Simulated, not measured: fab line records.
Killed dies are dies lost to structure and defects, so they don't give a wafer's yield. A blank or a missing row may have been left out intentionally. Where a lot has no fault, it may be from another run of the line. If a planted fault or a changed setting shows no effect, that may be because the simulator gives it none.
fab line records	flow gf180mcu
record lots=6	wafers=18	last_day=34
route steps=602 shown TOP_METAL@575 PASSIVATION@587
lots that met no fault: from a run of the same line without faults
start_h: start of the lot's first displayed wafer, in hours after the record's first day	wait_h: how many hours have passed since the lot's step before this one	" the same as in the row above	L1.1+2: several wafers, shown together as one row	- value missing, or start not given	* or withheld: withheld	< > ~ a bound
route shown NAME@n: NAME is a module with steps in the file, n the number in the route of the first one	usual: mean and standard deviation over wafers with no fault	same: alike in all rows	chamber/n: place in a boat	sites: readings site by site	_std_site: the standard deviation of these	_edge_site: the outer-site mean with the inner-site mean subtracted	radius_mm: how far each site lies from the wafer's centre	mask NAME#n: copy n	behind: the tool/chamber that last shaped the wafer	hold: what put the lot on hold/how long, in hours/how the hold closed	device: the transistor (n, p or np) that didn't switch	end of line: the tests these same wafers got at the end of their route	a step without rows: its recipe alone	killed: dies lost to structure and defects at the first sort, not the wafer's yield	map: a wafer's dies, marking killed ones x, the rest . and places with no die _
set.NAME: the setting the step ran with; set.NAME@STEP: the setting that earlier step ran with	model.NAME: the simulator's own value behind a step, which no gauge read
a table for each step, a row for each wafer; lots at some steps of the route
services: the hour from which a tool's chamber was out of use, counted from the record's first day as start_h (under 0 if before that day), plus the number of hours and why
## steps
# step GF_TOP_METAL_HMDS_08
# recipe prime_time_s=60	prime_temp_c=120
# step GF_TOP_METAL_COAT_09
# recipe resist=NOVOLAK	spin_rpm=3000	resist_thk_nm=1500
# step GF_TOP_METAL_SOFTBAKE_10
# recipe temp_c=90	time_s=60	resist=NOVOLAK
# step GF_TOP_METAL_EXPOSE_11
# recipe mask_id=MetalTop	target_cd_nm=440	na=0.6	source_shape=conventional	sigma_outer=0.6	dose_mj=170
# step GF_TOP_METAL_PEB_12
# recipe temp_c=withheld	time_s=*	resist=NOVOLAK
# step GF_TOP_METAL_DEVELOP_13
# recipe develop_time_s=60	dev_temp_c=23
# step GF_TOP_METAL_CD_MEAS_14
# recipe target_cd_nm=440
# usual cd_nm=440.4/2.2
lot.wafer	tool	chamber	start_h	wait_h	cd_nm
L179.1	cd_sem-02	-	663.18	0.1	438.1
L179.3	"	-	"	"	438.8
L179.5	"	-	"	"	440.0
L186.3	cd_sem-01	-	714.55	0.1	439.4
L186.4	"	-	"	"	442.1
L186.6	"	-	"	"	438.7
L187.2	cd_sem-02	-	717.55	0.1	442.2
L187.3	"	-	"	"	442.2
L187.6	"	-	"	"	441.3
L188.1	cd_sem-02	-	723.88	0.1	440.4
L188.2	"	-	"	"	441.0
L188.5	"	-	"	"	439.3
L195.1	cd_sem-02	-	780.88	0.1	435.1
L195.2	"	-	"	"	436.3
L195.6	"	-	"	"	435.8
L198.3	cd_sem-02	-	789.27	0.1	441.3
L198.4	"	-	"	"	440.2
L198.5	"	-	"	"	443.2
# step GF_TOP_METAL_OVL_MEAS_15
# usual TOP_METAL_OVL=1.3/1.4
lot.wafer	tool	chamber	start_h	wait_h	TOP_METAL_OVL[nm]
L179.1	overlay-01	-	663.30	0.1	2.1
L179.3	"	-	"	"	0.6
L179.5	"	-	"	"	2.2
L186.3	overlay-01	-	714.64	0.1	-0.7
L186.4	"	-	"	"	1.2
L186.6	"	-	"	"	3.2
L187.2	overlay-02	-	717.66	0.1	3.3
L187.3	"	-	"	"	4.4
L187.6	"	-	"	"	2.6
L188.1	overlay-02	-	724.00	0.1	2.0
L188.2	"	-	"	"	3.0
L188.5	"	-	"	"	4.4
L195.1	overlay-02	-	781.00	0.1	2.7
L195.2	"	-	"	"	4.0
L195.6	"	-	"	"	1.5
L198.3	overlay-02	-	789.36	0.1	2.7
L198.4	"	-	"	"	2.9
L198.5	"	-	"	"	1.2
# step GF_TOP_METAL_METAL_ETCH_16
# recipe chemistry=Cl2/BCl3	mask_material=NOVOLAK	target_depth_nm=1197	stop_on=SiO2	pressure_mtorr=8	icp_w=800	bias_w=140	Cl2_flow_sccm=80	bcl3_flow_sccm=40	time_s=199.5
# usual drypump_motor_current_A=6.03/0.26	oes_product_au=0.991/0.0071	throttle_valve_pct=28.231/0.011
# same time_s=199.5
lot.wafer	tool	chamber	start_h	wait_h	drypump_motor_current_A	oes_product_au	rf_hours_counter_h	throttle_valve_pct
L179.1	rie_metal-04	1	663.34	0.0	5.95	0.998	13	28.228
L179.3	"	0	"	"	6.00	0.982	-	28.239
L179.5	"	0	"	"	6.01	0.993	-	28.257
L186.3	rie_metal-01	0	714.79	0.1	6.11	0.987	-	28.209
L186.4	"	0	"	"	6.08	0.996	-	28.226
L186.6	"	0	"	"	6.06	0.994	-	28.224
L187.2	rie_metal-01	0	717.75	0.1	6.12	0.995	-	28.226
L187.3	"	0	"	"	6.10	0.994	-	28.227
L187.6	"	0	"	"	6.08	1.004	-	28.230
L188.1	rie_metal-04	0	724.04	0.0	6.03	0.990	15	28.224
L188.2	"	0	"	"	6.05	0.994	-	28.235
L188.5	"	0	"	"	6.02	0.983	-	28.228
L195.1	rie_metal-04	0	781.03	0.0	6.03	0.993	0	28.234
L195.2	"	1	"	"	5.99	0.986	2	28.238
L195.6	"	0	"	"	6.02	0.992	-	28.225
L198.3	rie_metal-03	0	789.45	0.1	5.86	0.995	-	28.211
L198.4	"	1	"	"	5.71	0.997	-	28.229
L198.5	"	1	"	"	5.71	0.994	-	28.240
# step GF_TOP_METAL_STRIP_17
# recipe chemistry=O2/N2	power_w=1400	pressure_mtorr=1500	platen_temp_c=250	o2_flow_sccm=3000	n2_flow_sccm=300	overash_fraction=0.5
# usual drypump_motor_current_A=5.6/0.33	heater_power_w=314/34	oes_product_au=0.711/0.0042	strip_time_to_endpoint_s=12.92/0.12
# same overash_fraction=0.5
lot.wafer	tool	chamber	start_h	wait_h	drypump_motor_current_A	heater_power_w	oes_product_au	rf_hours_counter_h	strip_time_to_endpoint_s
L179.1	plasma_asher-03	0	663.53	0.1	5.1	305	0.711	95	12.79
L179.3	"	0	"	"	5.1	310	0.709	-	13.02
L179.5	"	0	"	"	5.1	313	0.712	-	13.00
L186.3	plasma_asher-02	0	715.08	0.2	5.8	351	0.712	-	12.80
L186.4	"	1	"	"	5.6	253	0.712	-	12.81
L186.6	"	1	"	"	5.6	262	0.711	-	12.73
L187.2	plasma_asher-04	0	718.07	0.3	5.3	365	0.713	111	12.79
L187.3	"	0	"	"	5.3	355	0.710	-	12.77
L187.6	"	0	"	"	5.3	349	0.714	-	12.81
L188.1	plasma_asher-03	0	724.42	0.3	5.1	310	0.703	102	12.97
L188.2	"	1	"	"	5.6	311	0.704	102	13.01
L188.5	"	1	"	"	5.6	311	0.709	-	13.02
L195.1	plasma_asher-02	0	781.22	0.1	5.8	358	0.708	62	12.96
L195.2	"	1	"	"	5.5	258	0.714	62	13.09
L195.6	"	0	"	"	5.8	360	0.706	-	12.91
L198.3	plasma_asher-02	0	789.61	0.1	5.8	352	0.712	-	12.91
L198.4	"	1	"	"	5.6	261	0.710	-	12.87
L198.5	"	1	"	"	5.6	260	0.701	-	12.95
# step GF_TOP_METAL_STRIP_18
# recipe chemistry=post_etch_residue_remover	time_s=1200	temp_c=72.5
# step GF_TOP_METAL_CLEAN_19
# recipe chemistry=DIW	dry=n2_spin
# step GF_PASSIVATION_CVD_00
# recipe material=SiO2	target_thk_nm=1000	precursor=TEOS	temp_c=400	time_s=111.95	rf_w=600
# usual heater_power_outer_w=388/71	heater_power_w=661/99	time_s=111.95/0
lot.wafer	tool	chamber	start_h	wait_h	heater_power_outer_w	heater_power_w	time_s
L179.1	pecvd-01	0	664.07	0.0	535	845	111.95
L179.3	"	2	"	"	285	491	111.95
L179.5	"	1	"	"	417	689	111.95
L186.3	pecvd-02	1	715.58	0.0	-	-	-
L186.4	"	1	"	"	-	-	-
L186.6	"	0	"	"	-	-	-
L187.2	pecvd-02	0	718.61	0.0	-	-	-
L187.3	"	1	"	"	-	-	-
L187.6	"	2	"	"	-	-	-
L188.1	pecvd-01	0	724.96	0.0	539	886	111.95
L188.2	"	1	"	"	394	645	111.95
L188.5	"	2	"	"	297	488	111.95
L195.1	pecvd-03	2	781.76	0.0	418	678	111.95
L195.2	"	0	"	"	229	489	111.95
L195.6	"	2	"	"	305	541	111.95
L198.3	pecvd-02	0	790.11	0.0	435	696	111.95
L198.4	"	1	"	"	449	801	111.95
L198.5	"	2	"	"	409	678	111.95
# step GF_PASSIVATION_CVD_02
# recipe material=Si3N4	target_thk_nm=700	time_s=486.18	temp_c=400	rf_w=450
# usual heater_power_outer_w=431/86	heater_power_w=713/120
# same time_s=486.18
lot.wafer	tool	chamber	start_h	wait_h	heater_power_outer_w	heater_power_w
L179.1	pecvd-02	2	664.21	0.1	435	721
L179.3	"	0	"	"	458	729
L179.5	"	0	"	"	469	762
L186.3	pecvd-01	2	715.77	0.0	357	578
L186.4	"	0	"	"	471	759
L186.6	"	2	"	"	258	452
L187.2	pecvd-01	0	718.74	0.0	588	923
L187.3	"	2	"	"	261	468
L187.6	"	1	"	"	447	716
L188.1	pecvd-02	1	725.09	0.1	492	827
L188.2	"	0	"	"	469	745
L188.5	"	2	"	"	461	774
L195.1	pecvd-01	2	781.90	0.1	269	469
L195.2	"	1	"	"	397	643
L195.6	"	2	"	"	305	493
L198.3	pecvd-01	1	790.25	0.0	493	778
L198.4	"	1	"	"	513	804
L198.5	"	0	"	"	465	762
# step GF_PASSIVATION_THK_MEAS_03
# recipe reads=Si3N4_of_PASSIVATION_CVD_02
# usual PASSIVATION_CVD_02_THK=698/11
lot.wafer	tool	chamber	start_h	wait_h	PASSIVATION_CVD_02_THK[nm]
L179.1	film_metro-04	-	664.66	0.3	694
L179.3	"	-	"	"	697
L179.5	"	-	"	"	691
L186.3	film_metro-04	-	716.09	0.2	711
L186.4	"	-	"	"	700
L186.6	"	-	"	"	727
L187.2	film_metro-04	-	719.09	0.2	683
L187.3	"	-	"	"	716
L187.6	"	-	"	"	694
L188.1	film_metro-02	-	725.38	0.1	687
L188.2	"	-	"	"	688
L188.5	"	-	"	"	698
L195.1	film_metro-02	-	782.18	0.1	701
L195.2	"	-	"	"	688
L195.6	"	-	"	"	725
L198.3	film_metro-02	-	790.55	0.2	679
L198.4	"	-	"	"	704
L198.5	"	-	"	"	707
# step GF_PASSIVATION_DEHYDRATE_04
# recipe temp_c=200	time_s=60
# step GF_PASSIVATION_HMDS_05
# recipe prime_time_s=60	prime_temp_c=120
# step GF_PASSIVATION_COAT_06
# recipe spin_rpm=2000	resist_thk_nm=4000
# step GF_PASSIVATION_SOFTBAKE_07
# recipe temp_c=110	time_s=withheld
# step GF_PASSIVATION_EXPOSE_08
# recipe mask_id=Pad	target_cd_nm=40000	na=0.57	dose_mj=310
# step GF_PASSIVATION_PEB_09
# recipe temp_c=115	time_s=withheld
# step GF_PASSIVATION_DEVELOP_10
# recipe develop_time_s=60	dev_temp_c=23
# step GF_PASSIVATION_ETCH_11
# recipe chemistry=CF4/O2	target_depth_nm=2040	stop_on=TiN	source_w=800	bias_w=150	pressure_mtorr=150	cf4_flow_sccm=80	O2_flow_sccm=10	time_s=453.3
# usual O2_flow_sccm=9.995/0.029	drypump_motor_current_A=5.4/0.54	oes_product_au=0.988/0.0083	throttle_valve_pct=5.967/0.0094
# same time_s=453.3
lot.wafer	tool	chamber	start_h	wait_h	O2_flow_sccm	drypump_motor_current_A	oes_product_au	rf_hours_counter_h	throttle_valve_pct
L179.1	rie_diel-03	2	683.83	-	9.981	4.8	0.981	61	5.958
L179.3	"	1	"	"	9.953	5.8	0.997	32	5.976
L179.5	"	2	"	"	9.960	4.8	0.989	-	5.969
L186.3	rie_diel-02	0	734.32	-	9.989	5.8	0.974	7	5.968
L186.4	"	3	"	"	9.943	5.5	0.981	14	5.967
L186.6	"	1	"	"	9.952	4.7	0.980	-	5.959
L187.2	rie_diel-02	1	736.57	-	10.012	4.7	0.979	5	5.984
L187.3	"	0	"	"	10.033	5.7	0.975	7	5.957
L187.6	"	2	"	"	9.972	5.0	0.989	-	5.968
L188.1	rie_diel-02	3	743.03	-	9.979	5.5	0.978	14	5.970
L188.2	"	1	"	"	10.015	4.7	0.989	6	5.983
L188.5	"	1	"	"	9.971	4.7	0.989	-	5.976
L195.1	rie_diel-03	0	796.88	-	10.033	6.5	0.992	2	5.964
L195.2	"	2	"	"	9.990	4.8	0.979	3	5.970
L195.6	"	0	"	"	10.011	6.5	0.994	-	5.964
L198.3	rie_diel-03	1	806.23	-	9.978	5.8	0.991	37	5.965
L198.4	"	3	"	"	9.971	5.5	0.999	14	5.974
L198.5	"	0	"	"	9.991	6.5	0.999	-	5.965
# step GF_PASSIVATION_STRIP_12
# recipe chemistry=O2/N2	power_w=1400	pressure_mtorr=1500	platen_temp_c=250	o2_flow_sccm=3000	n2_flow_sccm=300	overash_fraction=0.5
# usual drypump_motor_current_A=5.50/0.26	heater_power_w=329/25	oes_product_au=0.718/0.0044	strip_time_to_endpoint_s=33.0/0.38
# same overash_fraction=0.5
lot.wafer	tool	chamber	start_h	wait_h	drypump_motor_current_A	heater_power_w	oes_product_au	rf_hours_counter_h	strip_time_to_endpoint_s
L179.1	plasma_asher-03	1	684.10	0.1	5.58	310	0.715	98	33.4
L179.3	"	0	"	"	5.08	318	0.720	-	33.1
L179.5	"	1	"	"	5.57	305	0.719	-	33.4
L186.3	plasma_asher-03	0	734.62	0.2	5.09	298	0.719	-	33.6
L186.4	"	1	"	"	5.57	305	0.717	-	33.4
L186.6	"	0	"	"	5.10	314	0.725	-	33.3
L187.2	plasma_asher-03	1	736.84	0.1	5.56	307	0.715	104	33.1
L187.3	"	1	"	"	5.57	303	0.719	-	33.4
L187.6	"	0	"	"	5.09	305	0.713	-	32.7
L188.1	plasma_asher-01	1	743.30	0.1	5.68	359	0.720	32	33.2
L188.2	"	0	"	"	5.64	345	0.723	32	33.2
L188.5	"	0	"	"	5.63	347	0.711	-	32.9
L195.1	plasma_asher-03	1	797.14	0.1	5.58	301	0.721	110	32.5
L195.2	"	0	"	"	5.09	320	0.725	110	33.0
L195.6	"	0	"	"	5.10	314	0.717	-	32.1
L198.3	plasma_asher-01	0	806.53	0.2	5.63	339	0.723	-	33.1
L198.4	"	1	"	"	5.70	360	0.724	-	32.7
L198.5	"	1	"	"	5.71	360	0.716	-	32.5
# step GF_PASSIVATION_ANNEAL_13
# recipe temp_c=400	time_s=1800	ambient=N2/H2	idle_temp_c=300	ramp_up_c_per_min=10	ramp_down_c_per_min=3
# step GF_PASSIVATION_BOW_MEAS_14
# recipe mode=bow
# usual PASSIVATION_BOW=136/11
lot.wafer	tool	chamber	start_h	wait_h	PASSIVATION_BOW[um]
L179.1	film_metro-02	-	685.70	0.0	135
L179.3	"	-	"	"	138
L179.5	"	-	"	"	134
L186.3	film_metro-04	-	736.23	0.0	96
L186.4	"	-	"	"	101
L186.6	"	-	"	"	100
L187.2	film_metro-02	-	738.46	0.0	108
L187.3	"	-	"	"	106
L187.6	"	-	"	"	98
L188.1	film_metro-04	-	744.90	0.0	138
L188.2	"	-	"	"	136
L188.5	"	-	"	"	127
L195.1	film_metro-04	-	798.74	0.0	118
L195.2	"	-	"	"	132
L195.6	"	-	"	"	122
L198.3	film_metro-02	-	808.13	0.0	129
L198.4	"	-	"	"	140
L198.5	"	-	"	"	144
## services
tool	chamber	start_h	hours	kind
rie_diel-03	-	648.69	2.8	pm
plasma_asher-04	-	651.23	20.7	repair
rie_diel-03	2	653.27	2.6	repair
pecvd-02	1	657.64	8.8	repair
pecvd-03	-	661.25	1.4	repair
pecvd-01	-	662.80	0.9	repair
pecvd-01	-	674.53	14.6	pm
rie_diel-02	0	676.98	7.7	repair
pecvd-02	-	680.58	1.3	repair
rie_metal-04	0	680.85	4.1	repair
plasma_asher-01	-	689.18	4.3	pm
plasma_asher-02	-	692.31	2.2	repair
pecvd-03	-	698.18	0.5	repair
pecvd-03	-	710.71	28.1	pm
pecvd-02	-	720.42	2.8	pm
plasma_asher-02	-	729.48	2.7	repair
plasma_asher-04	-	733.75	9.0	pm
pecvd-03	-	744.75	0.4	repair
rie_diel-02	0	746.32	1.9	repair
plasma_asher-03	-	755.26	2.9	repair
rie_diel-02	-	758.75	2.0	repair
rie_diel-03	1	780.91	19.9	repair
plasma_asher-01	-	801.18	3.3	repair
plasma_asher-01	-	801.59	1.4	repair
## key
first_sign step=GF_PASSIVATION_CVD_00	reading=tool_record	direction=missing
effect step=GF_PASSIVATION_BOW_MEAS_14	reading=PASSIVATION_BOW	direction=down	sigmas=3.3	usual=136	struck=101
met_at GF_PASSIVATION_CVD_00
struck_wafers L186.3,L186.4,L186.6,L187.2,L187.3,L187.6
fault kind=skipped_step_whole	tool=pecvd-02	chamber=-	onset_h=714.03	steps=GF_PASSIVATION_CVD_00	scope=struck_lots_only
